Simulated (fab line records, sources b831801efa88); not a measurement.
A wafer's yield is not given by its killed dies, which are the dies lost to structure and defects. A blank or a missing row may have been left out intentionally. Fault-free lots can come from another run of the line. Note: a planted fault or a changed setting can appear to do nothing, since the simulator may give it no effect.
fab line records ; flow sky130
record: lots: 12; wafers: 36; lastDay: 50
route steps=708 shown LI_CONTACT@378 LOCAL_INTERCONNECT@388
lots with no fault: from the same line, run without faults
startH: the number of hours between the record's first day and the start of the first shown wafer of the lot ; waitH: time in hours since the lot's previous step ; " the same as in the row above ; L1.1+2: a row that stands for several wafers ; - value missing, or start not given ; * or withheld: withheld ; < > ~ a bound
route shown NAME@n: names a module that has steps shown in the file, with the first one's number in the route ; usual: mean and standard deviation over wafers with no fault ; same: alike in all rows ; chamber/n: place in a boat ; sites: per-site readings ; _std_site: the values' standard deviation ; _edge_site: inner sites' mean taken away from outer sites' mean ; radiusMm: for every site, how far away it sits from the centre of the wafer ; mask NAME#n: copy n ; behind: the last tool/chamber to shape the wafer ; hold: reason for holding the lot/hours on hold/outcome of the hold ; device: which transistor (n, p or np) failed to switch ; end of line: the tests these same wafers got at the end of their route ; step lacking rows: just its recipe ; killed: at the first sort, the dies lost to defects and structure; wafer yield is something else ; map: a wafer's dies, x killed, . not, _ none there
set.NAME: the setting as run; set.NAME@STEP: as run at that earlier step ; model.NAME: the simulator's own value behind a step, which no gauge read
route steps across a sampled set of lots; one table per step, one row per wafer
services: when a tool's chamber went out of use (startH, in hours from the record's first day, below 0 if earlier), for how many hours, and the reason
== steps ==
step: SKY_LI_CONTACT_STRIP_16
recipe: chemistry: O2/N2; powerW: 1400; pressureMtorr: 1500; platenTempC: withheld; o2FlowSccm: 3000; n2FlowSccm: 300; overashFraction: 0.5
usual: drypumpMotorCurrentA: 5.93/0.28; oesProductAu: 0.375/0.0048; stripTimeToEndpointS: 3.48/0.036
lot.wafer;tool;chamber;startH;waitH;drypumpMotorCurrentA;oesProductAu;rfHoursCounterH;stripTimeToEndpointS
L123.1;plasmaAsher-02;1;703.24;-;5.76;0.379;104;3.57
L123.3;plasmaAsher-02;1;703.24;-;5.78;0.376;-;3.47
L123.4;plasmaAsher-02;0;703.24;-;5.64;0.376;-;3.47
L126.2;plasmaAsher-02;1;751.69;-;5.80;0.369;1;3.47
L126.4;plasmaAsher-02;1;751.69;-;5.78;0.372;-;3.46
L126.5;plasmaAsher-02;1;751.69;-;5.75;0.379;-;3.50
L127.1;plasmaAsher-04;1;753.65;-;6.17;0.377;33;3.43
L127.2;plasmaAsher-04;0;753.65;-;5.59;0.387;33;3.49
L127.3;plasmaAsher-04;0;753.65;-;5.59;0.374;-;3.44
L128.1;plasmaAsher-01;0;754.05;-;6.00;0.380;61;3.50
L128.2;plasmaAsher-01;1;754.05;-;6.29;0.374;61;3.49
L128.4;plasmaAsher-01;0;754.05;-;5.97;0.373;-;3.48
L134.3;plasmaAsher-02;1;766.20;-;5.80;0.377;-;3.44
L134.5;plasmaAsher-02;0;766.20;-;5.61;0.383;-;3.50
L134.6;plasmaAsher-02;1;766.20;-;5.78;0.377;-;3.51
L137.2;plasmaAsher-01;1;792.85;-;6.28;0.380;66;3.45
L137.3;plasmaAsher-01;0;792.85;-;6.00;0.376;-;3.50
L137.4;plasmaAsher-01;1;792.85;-;6.29;0.371;-;3.51
L139.1;plasmaAsher-04;0;812.80;-;5.57;0.368;39;3.51
L139.4;plasmaAsher-04;1;812.80;-;6.19;0.375;-;3.49
L139.5;plasmaAsher-04;0;812.80;-;5.59;0.382;-;3.51
L140.1;plasmaAsher-01;1;817.34;-;6.29;0.370;68;3.47
L140.2;plasmaAsher-01;0;817.34;-;5.95;0.379;68;3.46
L140.5;plasmaAsher-01;1;817.34;-;6.29;0.388;-;3.48
L141.1;plasmaAsher-01;0;833.85;-;5.92;0.382;70;3.46
L141.2;plasmaAsher-01;1;833.85;-;6.28;0.372;70;3.46
L141.6;plasmaAsher-01;0;833.85;-;5.95;0.385;-;3.55
L142.4;plasmaAsher-04;0;834.23;-;5.59;0.367;-;3.49
L142.5;plasmaAsher-04;0;834.23;-;5.58;0.378;-;3.47
L142.6;plasmaAsher-04;1;834.23;-;6.19;0.366;-;3.52
L143.1;plasmaAsher-04;1;845.95;-;6.14;0.382;42;3.49
L143.4;plasmaAsher-04;1;845.95;-;6.16;0.368;-;3.52
L143.6;plasmaAsher-04;1;845.95;-;6.20;0.377;-;3.53
L144.1;plasmaAsher-01;1;851.62;-;6.29;0.366;72;3.45
L144.3;plasmaAsher-01;1;851.62;-;6.30;0.386;-;3.53
L144.6;plasmaAsher-01;1;851.62;-;6.28;0.375;-;3.46
step: SKY_LI_CONTACT_CMP_24
recipe: stopOn: PSG; tOverpolishS: 20; downForcePsi: 3.5; platenRpm: 60; targetThkNm: 0; padVelocityMS: 0.94248
usual: edgeZonePressureFrac: 1.000/0.0051; headPressurePsi: 3.499/0.0082; motorCurrentA: 11.3/1.3; overpolishRunS: 20.001/0.0092; platenRpm: 60.00/0.045; timeToEndpointS: 96/3.9
lot.wafer;tool;chamber;startH;waitH;edgeZonePressureFrac;headPressurePsi;motorCurrentA;overpolishRunS;platenRpm;timeToEndpointS
L123.3;cmp-02;1;704.04;0.1;0.993;3.507;9.5;19.991;60.04;104
L123.4;cmp-02;2;704.04;0.1;1.006;3.507;10.9;20.000;59.99;98
L123.1;cmp-02;3;704.04;0.1;1.001;3.507;10.5;19.998;59.99;96
L126.2;cmp-01;2;752.47;0.1;1.003;3.499;12.3;20.000;66.02;86
L126.4;cmp-01;0;752.47;0.1;1.002;3.510;10.1;19.985;66.01;87
L126.5;cmp-01;2;752.47;0.1;1.004;3.497;12.1;20.004;66.02;87
L127.2;cmp-01;0;754.39;0.0;1.001;3.503;10.5;20.001;65.91;90
L127.3;cmp-01;2;754.39;0.0;1.005;3.514;12.1;19.990;66.04;86
L127.1;cmp-01;3;754.39;0.0;1.000;3.498;13.1;19.996;65.97;90
L128.4;cmp-01;1;754.80;0.0;1.001;3.493;11.5;20.009;65.94;81
L128.2;cmp-01;3;754.80;0.0;1.007;3.505;13.7;20.001;65.92;90
L128.1;cmp-01;0;754.80;0.0;1.000;3.512;10.3;20.011;65.89;84
L134.3;cmp-02;0;767.01;0.1;1.010;3.487;10.3;20.005;59.96;98
L134.5;cmp-02;2;767.01;0.1;0.998;3.505;11.5;20.009;59.93;96
L134.6;cmp-02;3;767.01;0.1;1.005;3.497;10.1;19.995;59.93;91
L137.2;cmp-02;3;793.63;0.1;1.004;3.521;10.3;20.002;59.99;88
L137.4;cmp-02;0;793.63;0.1;1.001;3.497;10.8;19.987;60.04;96
L137.3;cmp-02;1;793.63;0.1;1.005;3.491;9.6;20.001;60.02;96
L139.4;cmp-01;3;813.53;0.0;0.993;3.469;13.0;19.995;60.01;95
L139.1;cmp-01;1;813.53;0.0;0.998;3.508;11.7;19.997;60.05;92
L139.5;cmp-01;0;813.53;0.0;1.001;3.494;10.1;19.996;59.98;94
L140.2;cmp-01;0;818.08;0.0;1.003;3.490;10.5;20.032;59.96;100
L140.1;cmp-01;1;818.08;0.0;1.000;3.492;11.5;20.004;60.05;95
L140.5;cmp-01;0;818.08;0.0;1.000;3.492;10.3;19.999;59.98;102
L141.2;cmp-01;2;834.61;0.0;0.993;3.488;11.9;19.996;59.97;87
L141.1;cmp-01;1;834.61;0.0;1.007;3.494;12.0;19.998;60.04;92
L141.6;cmp-01;3;834.61;0.0;0.999;3.506;13.7;20.013;60.04;96
L142.4;cmp-01;3;834.99;0.1;1.003;3.498;14.2;20.003;60.02;99
L142.6;cmp-01;2;834.99;0.1;0.996;3.513;12.5;19.995;60.12;96
L142.5;cmp-01;3;834.99;0.1;1.000;3.512;13.7;20.000;59.97;100
L143.4;cmp-01;2;846.68;0.0;1.001;3.505;12.2;19.994;59.95;91
L143.1;cmp-01;1;846.68;0.0;1.004;3.503;10.9;19.997;60.01;92
L143.6;cmp-01;3;846.68;0.0;1.006;3.502;13.5;19.987;60.10;94
L144.3;cmp-01;0;852.40;0.1;0.991;3.512;10.7;20.002;60.01;95
L144.1;cmp-01;2;852.40;0.1;0.996;3.493;11.9;20.000;59.99;96
L144.6;cmp-01;0;852.40;0.1;0.993;3.500;10.1;19.998;60.05;97
step: SKY_LOCAL_INTERCONNECT_RS_MEAS_01
recipe: thkMeasGauge: four-point-probe; reads: TiN_of_LOCAL_INTERCONNECT_SPUTTER_00
usual: LOCAL_INTERCONNECT_TIN_RS: 14.51/0.18
lot.wafer;tool;chamber;startH;waitH;LOCAL_INTERCONNECT_TIN_RS[ohm/sq]
L123.1;filmMetro-03;-;704.35;0.0;14.28
L123.3;filmMetro-03;-;704.35;0.0;14.19
L123.4;filmMetro-03;-;704.35;0.0;14.50
L126.2;filmMetro-02;-;752.81;0.1;14.66
L126.4;filmMetro-02;-;752.81;0.1;14.88
L126.5;filmMetro-02;-;752.81;0.1;14.77
L127.1;filmMetro-02;-;754.75;0.0;14.47
L127.2;filmMetro-02;-;754.75;0.0;14.33
L127.3;filmMetro-02;-;754.75;0.0;14.36
L128.1;filmMetro-01;-;755.16;0.0;14.17
L128.2;filmMetro-01;-;755.16;0.0;14.60
L128.4;filmMetro-01;-;755.16;0.0;14.27
L134.3;filmMetro-03;-;767.31;0.1;14.40
L134.5;filmMetro-03;-;767.31;0.1;14.37
L134.6;filmMetro-03;-;767.31;0.1;14.70
L137.2;filmMetro-02;-;793.97;0.1;14.64
L137.3;filmMetro-02;-;793.97;0.1;14.56
L137.4;filmMetro-02;-;793.97;0.1;14.61
L139.1;filmMetro-01;-;813.90;0.0;14.73
L139.4;filmMetro-01;-;813.90;0.0;14.50
L139.5;filmMetro-01;-;813.90;0.0;14.31
L140.1;filmMetro-01;-;818.44;0.0;14.55
L140.2;filmMetro-01;-;818.44;0.0;14.45
L140.5;filmMetro-01;-;818.44;0.0;14.50
L141.1;filmMetro-02;-;834.98;0.0;14.30
L141.2;filmMetro-02;-;834.98;0.0;14.22
L141.6;filmMetro-02;-;834.98;0.0;14.23
L142.4;filmMetro-03;-;835.36;0.1;14.33
L142.5;filmMetro-03;-;835.36;0.1;14.66
L142.6;filmMetro-03;-;835.36;0.1;14.66
L143.1;filmMetro-02;-;847.05;0.0;14.65
L143.4;filmMetro-02;-;847.05;0.0;14.68
L143.6;filmMetro-02;-;847.05;0.0;14.75
L144.1;filmMetro-03;-;852.72;0.0;14.53
L144.3;filmMetro-03;-;852.72;0.0;14.51
L144.6;filmMetro-03;-;852.72;0.0;14.39
step: SKY_LOCAL_INTERCONNECT_METAL_ETCH_14
recipe: targetDepthNm: 110; stopOn: PSG; chemistry: Cl2/BCl3; target: TiN; resistSidewallDeg: 88; pressureMtorr: 10; icpW: 900; biasW: 48.5; Cl2_flow_sccm: 60; bcl3FlowSccm: 30; timeS: 31.4
usual: drypumpMotorCurrentA: 5.6/0.56; heBacksideLeakSccm: 3.37/0.17; mfcCl2Sccm: 59.97/0.18; oesProductAu: 0.928/0.0078; rfFwdPowerW: 888/3.6; throttleValvePct: 21.910/0.01
lot.wafer;tool;chamber;startH;waitH;drypumpMotorCurrentA;heBacksideLeakSccm;mfcCl2Sccm;oesProductAu;rfFwdPowerW;rfHoursCounterH;throttleValvePct
L123.1;rieMetal-01;1;732.59;0.0;5.3;3.54;60.04;0.945;886;4;21.902
L123.3;rieMetal-01;0;732.59;0.0;5.3;3.57;60.06;0.930;890;-;21.901
L123.4;rieMetal-01;1;732.59;0.0;5.3;3.57;59.70;0.929;889;-;21.923
L126.2;rieMetal-03;0;780.04;0.1;4.7;3.31;59.94;0.928;892;4;21.921
L126.4;rieMetal-03;1;780.04;0.1;6.3;3.34;60.09;0.916;894;-;21.925
L126.5;rieMetal-03;0;780.04;0.1;4.7;3.14;59.88;0.926;887;-;21.916
L127.1;rieMetal-04;1;781.64;0.0;6.0;3.25;59.91;0.925;892;7;21.902
L127.2;rieMetal-04;0;781.64;0.0;5.9;3.57;60.23;0.937;886;14;21.898
L127.3;rieMetal-04;1;781.64;0.0;6.0;3.31;59.70;0.942;892;-;21.889
L128.1;rieMetal-01;1;782.14;0.0;5.3;3.43;59.86;0.940;890;6;21.904
L128.2;rieMetal-01;0;782.14;0.0;5.2;3.68;60.19;0.928;888;10;21.904
L128.4;rieMetal-01;0;782.14;0.0;5.2;3.63;60.08;0.936;886;-;21.904
L134.3;rieMetal-03;0;794.36;0.0;4.7;3.18;60.04;0.928;889;-;21.915
L134.5;rieMetal-03;1;794.36;0.0;6.3;3.42;60.13;0.935;894;-;21.917
L134.6;rieMetal-03;0;794.36;0.0;4.7;3.21;60.02;0.918;889;-;21.925
L137.2;rieMetal-04;1;821.44;0.0;6.1;3.28;60.03;0.930;890;9;21.925
L137.3;rieMetal-04;0;821.44;0.0;5.8;3.38;60.09;0.925;886;-;21.911
L137.4;rieMetal-04;1;821.44;0.0;6.1;3.26;59.92;0.928;890;-;21.920
L139.1;rieMetal-01;1;841.49;0.0;5.3;3.45;59.82;0.913;888;8;21.898
L139.4;rieMetal-01;1;841.49;0.0;5.3;3.38;59.71;0.924;888;-;21.920
L139.5;rieMetal-01;1;841.49;0.0;5.3;3.51;59.87;0.937;889;-;21.897
L140.1;rieMetal-01;0;845.44;0.0;5.2;3.67;60.25;0.921;888;13;21.917
L140.2;rieMetal-01;1;845.44;0.0;5.3;3.45;60.04;0.926;891;8;21.919
L140.5;rieMetal-01;0;845.44;0.0;5.3;3.61;60.15;0.922;884;-;21.911
L141.1;rieMetal-01;1;860.89;0.0;5.3;3.47;60.19;0.932;880;9;21.895
L141.2;rieMetal-01;0;860.89;0.0;5.2;3.63;60.13;0.949;888;13;21.898
L141.6;rieMetal-01;1;860.89;0.0;5.3;3.29;59.83;0.930;882;-;21.903
L142.4;rieMetal-03;1;862.04;0.0;6.3;3.37;60.08;0.932;894;-;21.917
L142.5;rieMetal-03;1;862.04;0.0;6.3;3.24;59.74;0.931;892;-;21.910
L142.6;rieMetal-03;0;862.04;0.0;4.7;3.13;59.98;0.926;890;-;21.912
L143.1;rieMetal-04;1;873.32;0.0;6.1;3.23;60.21;0.922;890;11;21.912
L143.4;rieMetal-04;1;873.32;0.0;6.1;3.20;60.28;0.921;890;-;21.905
L143.6;rieMetal-04;0;873.32;0.0;5.8;3.49;59.73;0.917;884;-;21.907
L144.1;rieMetal-03;1;878.04;0.0;6.3;3.43;59.94;0.929;894;10;21.911
L144.3;rieMetal-03;0;878.04;0.0;4.6;3.27;59.66;0.922;880;-;21.920
L144.6;rieMetal-03;0;878.04;0.0;4.7;3.12;59.61;0.927;884;-;21.891
== services ==
tool;chamber;startH;hours;kind
plasmaAsher-04;-;684.14;0.4;repair
cmp-01;-;685.01;3.7;repair
cmp-01;-;688.92;1.1;repair
cmp-02;-;696.84;0.4;repair
cmp-02;-;699.81;0.4;repair
cmp-02;-;700.28;1.1;repair
cmp-02;-;724.96;2.0;repair
plasmaAsher-02;-;725.05;4.6;repair
cmp-01;-;726.92;2.9;repair
plasmaAsher-02;-;733.75;9.0;pm
cmp-02;-;734.89;7.8;pm
cmp-02;-;742.56;0.8;repair
cmp-01;-;744.00;4.0;pm
cmp-01;-;748.00;-;consumableReplace:conditioner
cmp-01;-;748.00;-;consumableReplace:pad
plasmaAsher-04;-;756.55;2.8;pm
cmp-01;-;794.82;0.5;repair
plasmaAsher-02;-;796.97;2.8;pm
cmp-02;-;804.24;2.3;repair
cmp-02;-;810.55;5.2;pm
rieMetal-01;-;825.78;2.8;pm
plasmaAsher-02;-;841.54;9.4;repair
cmp-01;-;861.25;1.0;repair
cmp-02;-;876.22;1.1;repair
== key ==
firstSign: step: SKY_LI_CONTACT_CMP_24; reading: platenRpm; direction: up; sigmas: 99+; usual: 60.00; struck: 65.97
effect: step: SKY_LI_CONTACT_CMP_24; reading: timeToEndpointS; direction: down; sigmas: 2.4; usual: *; struck: *
metAt SKY_LI_CONTACT_CMP_24
struckLots L126,L127,L128
testerLeftOut L126,L127,L128
notActingAt SKY_LI_CONTACT_STRIP_16,SKY_LOCAL_INTERCONNECT_RS_MEAS_01,SKY_LOCAL_INTERCONNECT_METAL_ETCH_14
fault: kind: processParameterDrift; tool: cmp-01; chamber: -; onsetH: 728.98; steps: SKY_LI_CONTACT_CMP_24; channel: platenRpm; offset: 6; shape: step; endH: 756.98; actsIn: theseRecipesOnly; stated: 60
testerLeftOut: of these lots the tester's yield and bins aren't shown, on N5 and GAA mostly nor the transistor test; their killed dies are dies lost to structure and defects alone, not to doping, threshold or leakage, so they don't give the yield
